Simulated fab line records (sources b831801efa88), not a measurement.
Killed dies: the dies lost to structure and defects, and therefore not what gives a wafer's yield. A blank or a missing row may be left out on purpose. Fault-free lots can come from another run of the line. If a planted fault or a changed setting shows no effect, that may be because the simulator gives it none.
What tool caused it? || flow gf180mcu || Sampling: 14 lots, 42 wafers, 4 of 602 route steps

## WHAT THE GAUGES READ, wafer by wafer
GF_VT_IMPLANT_TW_MEAS_32. Usual: for VT_IMPLANT_3_TW the level is 266 and the standard deviation is 3.9.
{"lot": "L806", "measured": "day 7 05:41", "on": "film_metro-02", "VT_IMPLANT_3_TW": "276 272 272", "flag": ""}
{"lot": "L807", "measured": "day 7 16:16", "on": "film_metro-03", "VT_IMPLANT_3_TW": "266 265 265", "flag": ""}
{"lot": "L808", "measured": "day 7 14:54", "on": "film_metro-03", "VT_IMPLANT_3_TW": "264 266 265", "flag": ""}
{"lot": "L809", "measured": "day 7 19:55", "on": "film_metro-03", "VT_IMPLANT_3_TW": "265 266 266", "flag": ""}
{"lot": "L810", "measured": "day 8 08:16", "on": "film_metro-04", "VT_IMPLANT_3_TW": "265 265 264", "flag": ""}
{"lot": "L812", "measured": "day 8 19:32", "on": "film_metro-02", "VT_IMPLANT_3_TW": "273 273 271", "flag": ""}
{"lot": "L813", "measured": "day 8 17:17", "on": "film_metro-04", "VT_IMPLANT_3_TW": "264 264 263", "flag": ""}
{"lot": "L814", "measured": "day 8 20:55", "on": "film_metro-02", "VT_IMPLANT_3_TW": "274 273 272", "flag": ""}
{"lot": "L815", "measured": "day 9 06:17", "on": "film_metro-03", "VT_IMPLANT_3_TW": "264 263 264", "flag": ""}
{"lot": "L821", "measured": "day 10 22:45", "on": "film_metro-04", "VT_IMPLANT_3_TW": "262 263 262", "flag": ""}
{"lot": "L822", "measured": "day 11 02:23", "on": "film_metro-04", "VT_IMPLANT_3_TW": "263 263 262", "flag": ""}
{"lot": "L825", "measured": "day 12 01:25", "on": "film_metro-02", "VT_IMPLANT_3_TW": "273 273 273", "flag": ""}
{"lot": "L827", "measured": "day 12 12:52", "on": "film_metro-02", "VT_IMPLANT_3_TW": "272 275 272", "flag": ""}
{"lot": "L829", "measured": "day 12 23:57", "on": "film_metro-03", "VT_IMPLANT_3_TW": "266 265 268", "flag": ""}

GF_HV_LDD_CD_MEAS_07: target cd 400 nm. Usual: cd_nm 400.5 nm, standard deviation 2.3.
{"lot": "L806", "measured": "day 10 10:04", "on": "cd_sem-02", "cd_nm (nm)": "403.3 404.1 402.8", "flag": ""}
{"lot": "L807", "measured": "day 10 23:49", "on": "cd_sem-02", "cd_nm (nm)": "399.7 399.7 397.6", "flag": ""}
{"lot": "L808", "measured": "day 10 17:38", "on": "cd_sem-02", "cd_nm (nm)": "398.4 400.1 397.5", "flag": ""}
{"lot": "L809", "measured": "day 10 23:31", "on": "cd_sem-01", "cd_nm (nm)": "402.3 399.2 403.0", "flag": ""}
{"lot": "L810", "measured": "day 11 13:55", "on": "cd_sem-02", "cd_nm (nm)": "399.5 400.4 400.1", "flag": ""}
{"lot": "L812", "measured": "day 12 04:58", "on": "cd_sem-01", "cd_nm (nm)": "402.6 403.6 401.7", "flag": ""}
{"lot": "L813", "measured": "day 12 04:46", "on": "cd_sem-02", "cd_nm (nm)": "402.4 402.1 401.2", "flag": ""}
{"lot": "L814", "measured": "day 12 03:31", "on": "cd_sem-02", "cd_nm (nm)": "399.8 396.9 399.3", "flag": ""}
{"lot": "L815", "measured": "day 12 19:36", "on": "cd_sem-01", "cd_nm (nm)": "401.1 401.5 402.8", "flag": ""}
{"lot": "L821", "measured": "day 14 14:08", "on": "cd_sem-02", "cd_nm (nm)": "403.4 403.5 401.9", "flag": ""}
{"lot": "L822", "measured": "day 15 01:17", "on": "cd_sem-01", "cd_nm (nm)": "400.5 404.7 402.2", "flag": ""}
{"lot": "L825", "measured": "day 15 21:29", "on": "cd_sem-01", "cd_nm (nm)": "400.1 401.1 401.4", "flag": ""}
{"lot": "L827", "measured": "day 16 07:23", "on": "cd_sem-01", "cd_nm (nm)": "401.2 401.7 402.0", "flag": ""}
{"lot": "L829", "measured": "day 16 23:07", "on": "cd_sem-02", "cd_nm (nm)": "399.6 401.2 399.5", "flag": ""}

## WHAT TOOL EACH LOT RAN ON (gives the tool, then ch and the chambers of the sampled wafers, and finally the start)
{"lot": "L806", "GF_STI_WET_ETCH_20": "wet_bench-04 ch 2, day 2 02:01", "GF_POLY_GATE_STRIP_14": "plasma_asher-02 ch 0,1, day 9 14:08"}
{"lot": "L807", "GF_STI_WET_ETCH_20": "wet_bench-01 ch 1, day 2 13:16", "GF_POLY_GATE_STRIP_14": "plasma_asher-03 ch 0,1, day 10 00:55"}
{"lot": "L808", "GF_STI_WET_ETCH_20": "wet_bench-01 ch 1, day 2 13:44", "GF_POLY_GATE_STRIP_14": "plasma_asher-04 ch 0,1, day 9 22:22"}
{"lot": "L809", "GF_STI_WET_ETCH_20": "wet_bench-01 ch 0, day 2 20:01", "GF_POLY_GATE_STRIP_14": "plasma_asher-04 ch 0,1, day 10 04:26"}
{"lot": "L810", "GF_STI_WET_ETCH_20": "wet_bench-03 ch 2, day 3 02:41", "GF_POLY_GATE_STRIP_14": "plasma_asher-02 ch 0,1, day 10 18:17"}
{"lot": "L812", "GF_STI_WET_ETCH_20": "wet_bench-01 ch 3, day 3 14:13", "GF_POLY_GATE_STRIP_14": "plasma_asher-02 ch 0,1, day 11 08:16"}
{"lot": "L813", "GF_STI_WET_ETCH_20": "wet_bench-04 ch 3, day 3 15:37", "GF_POLY_GATE_STRIP_14": "plasma_asher-03 ch 0,1, day 11 08:16"}
{"lot": "L814", "GF_STI_WET_ETCH_20": "wet_bench-03 ch 3, day 3 19:23", "GF_POLY_GATE_STRIP_14": "plasma_asher-04 ch 0,1, day 11 08:05"}
{"lot": "L815", "GF_STI_WET_ETCH_20": "wet_bench-01 ch 1, day 3 23:40", "GF_POLY_GATE_STRIP_14": "plasma_asher-03 ch 0,1, day 11 20:41"}
{"lot": "L821", "GF_STI_WET_ETCH_20": "wet_bench-03 ch 1, day 5 06:44", "GF_POLY_GATE_STRIP_14": "plasma_asher-04 ch 0,1, day 13 15:35"}
{"lot": "L822", "GF_STI_WET_ETCH_20": "wet_bench-03 ch 1, day 5 12:05", "GF_POLY_GATE_STRIP_14": "plasma_asher-04 ch 0,1, day 14 03:50"}
{"lot": "L825", "GF_STI_WET_ETCH_20": "wet_bench-01 ch 2, day 6 06:07", "GF_POLY_GATE_STRIP_14": "plasma_asher-02 ch 0, day 14 20:59"}
{"lot": "L827", "GF_STI_WET_ETCH_20": "wet_bench-01 ch 1, day 6 14:14", "GF_POLY_GATE_STRIP_14": "plasma_asher-02 ch 0,1, day 15 08:11"}
{"lot": "L829", "GF_STI_WET_ETCH_20": "wet_bench-04 ch 2, day 7 00:58", "GF_POLY_GATE_STRIP_14": "plasma_asher-04 ch 0,1, day 15 23:35"}
- GF_STI_WET_ETCH_20: etches SiO2 in dHF, target depth 20 nm, time 400 s.
- GF_POLY_GATE_STRIP_14: strips in O2/N2.

## AS READ BY THE TOOLS THEMSELVES (means over the sampled wafers that have a number; for cases with no such wafer, the mark the record gives instead)
GF_STI_WET_ETCH_20. Usual: temp_c 25.02 C, standard deviation 0.12.
{"lot": "L806", "tool": "wet_bench-04", "temp_c (C)": 25.07, "flag": ""}
{"lot": "L807", "tool": "wet_bench-01", "temp_c (C)": 24.98, "flag": ""}
{"lot": "L808", "tool": "wet_bench-01", "temp_c (C)": 25.19, "flag": ""}
{"lot": "L809", "tool": "wet_bench-01", "temp_c (C)": 25.02, "flag": ""}
{"lot": "L810", "tool": "wet_bench-03", "temp_c (C)": 24.99, "flag": ""}
{"lot": "L812", "tool": "wet_bench-01", "temp_c (C)": 24.94, "flag": ""}
{"lot": "L813", "tool": "wet_bench-04", "temp_c (C)": 25.09, "flag": ""}
{"lot": "L814", "tool": "wet_bench-03", "temp_c (C)": 24.91, "flag": ""}
{"lot": "L815", "tool": "wet_bench-01", "temp_c (C)": 24.83, "flag": ""}
{"lot": "L821", "tool": "wet_bench-03", "temp_c (C)": 26.39, "flag": "OFF"}
{"lot": "L822", "tool": "wet_bench-03", "temp_c (C)": 26.44, "flag": "OFF"}
{"lot": "L825", "tool": "wet_bench-01", "temp_c (C)": 25.15, "flag": ""}
{"lot": "L827", "tool": "wet_bench-01", "temp_c (C)": 25.08, "flag": ""}
{"lot": "L829", "tool": "wet_bench-04", "temp_c (C)": 25.00, "flag": ""}

GF_POLY_GATE_STRIP_14. Usual: drypump_motor_current_A 5.7 A, standard deviation 0.52; heater_power_w 325 W, standard deviation 29; oes_product_au 0.505 a.u., standard deviation 0.005.
{"lot": "L806", "tool": "plasma_asher-02", "drypump_motor_current_A (A)": 5.3, "heater_power_w (W)": 312, "oes_product_au (a.u.)": 0.504, "flag": ""}
{"lot": "L807", "tool": "plasma_asher-03", "drypump_motor_current_A (A)": 5.9, "heater_power_w (W)": 293, "oes_product_au (a.u.)": 0.509, "flag": ""}
{"lot": "L808", "tool": "plasma_asher-04", "drypump_motor_current_A (A)": 5.6, "heater_power_w (W)": 334, "oes_product_au (a.u.)": 0.506, "flag": ""}
{"lot": "L809", "tool": "plasma_asher-04", "drypump_motor_current_A (A)": 5.6, "heater_power_w (W)": 333, "oes_product_au (a.u.)": 0.502, "flag": ""}
{"lot": "L810", "tool": "plasma_asher-02", "drypump_motor_current_A (A)": 5.3, "heater_power_w (W)": 309, "oes_product_au (a.u.)": 0.502, "flag": ""}
{"lot": "L812", "tool": "plasma_asher-02", "drypump_motor_current_A (A)": 5.6, "heater_power_w (W)": 319, "oes_product_au (a.u.)": 0.502, "flag": ""}
{"lot": "L813", "tool": "plasma_asher-03", "drypump_motor_current_A (A)": 5.9, "heater_power_w (W)": 297, "oes_product_au (a.u.)": 0.508, "flag": ""}
{"lot": "L814", "tool": "plasma_asher-04", "drypump_motor_current_A (A)": 5.8, "heater_power_w (W)": 349, "oes_product_au (a.u.)": 0.498, "flag": ""}
{"lot": "L815", "tool": "plasma_asher-03", "drypump_motor_current_A (A)": 5.9, "heater_power_w (W)": 296, "oes_product_au (a.u.)": 0.506, "flag": ""}
{"lot": "L821", "tool": "plasma_asher-04", "drypump_motor_current_A (A)": 5.9, "heater_power_w (W)": 359, "oes_product_au (a.u.)": 0.507, "flag": ""}
{"lot": "L822", "tool": "plasma_asher-04", "drypump_motor_current_A (A)": 5.8, "heater_power_w (W)": 356, "oes_product_au (a.u.)": 0.504, "flag": ""}
{"lot": "L825", "tool": "plasma_asher-02", "drypump_motor_current_A (A)": 4.9, "heater_power_w (W)": 301, "oes_product_au (a.u.)": 0.503, "flag": ""}
{"lot": "L827", "tool": "plasma_asher-02", "drypump_motor_current_A (A)": 5.3, "heater_power_w (W)": 316, "oes_product_au (a.u.)": 0.509, "flag": ""}
{"lot": "L829", "tool": "plasma_asher-04", "drypump_motor_current_A (A)": 5.6, "heater_power_w (W)": 335, "oes_product_au (a.u.)": 0.501, "flag": ""}

## THE ANSWER, worked out from the rows above alone
Rule: lot off if the mean of its wafers having a number is beyond 3 standard deviations from the usual mean. Also off: a lot with no number at a reading for which 4 or more lots have one. All remaining lots with rows at the step are treated as sound. After the gauges, taken in route order, come the tools' own readings; for these a lot's mean is taken, as printed above. At the first step where some lot is off, the reading lying furthest off is the one used; lots without a number count as furthest.
Off at GF_STI_WET_ETCH_20 (temp_c): L821, L822.
A tool fits if, at that step or a process step before it, it ran every lot that is off, and no sound lot after the first of them. One fits: GF_STI_WET_ETCH_20 on wet_bench-03. Its last sound lot is L814 (day 3 19:23), its first lot that is off L821 (day 5 06:44): a fault that began between those two fits.
On the lots that are off, the tool's own readings at GF_STI_WET_ETCH_20 differ by more than 5 times the standard deviation of the sound lots' means, which bears it out; temp_c reads 26.41 C there versus 25.02 C on the sound lots.

## WHAT THE SIMULATOR PUT IN
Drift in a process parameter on wet_bench-03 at GF_STI_WET_ETCH_20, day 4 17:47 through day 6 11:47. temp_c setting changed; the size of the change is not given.
Shown lots that were struck: L821, L822. The rule above found the same.
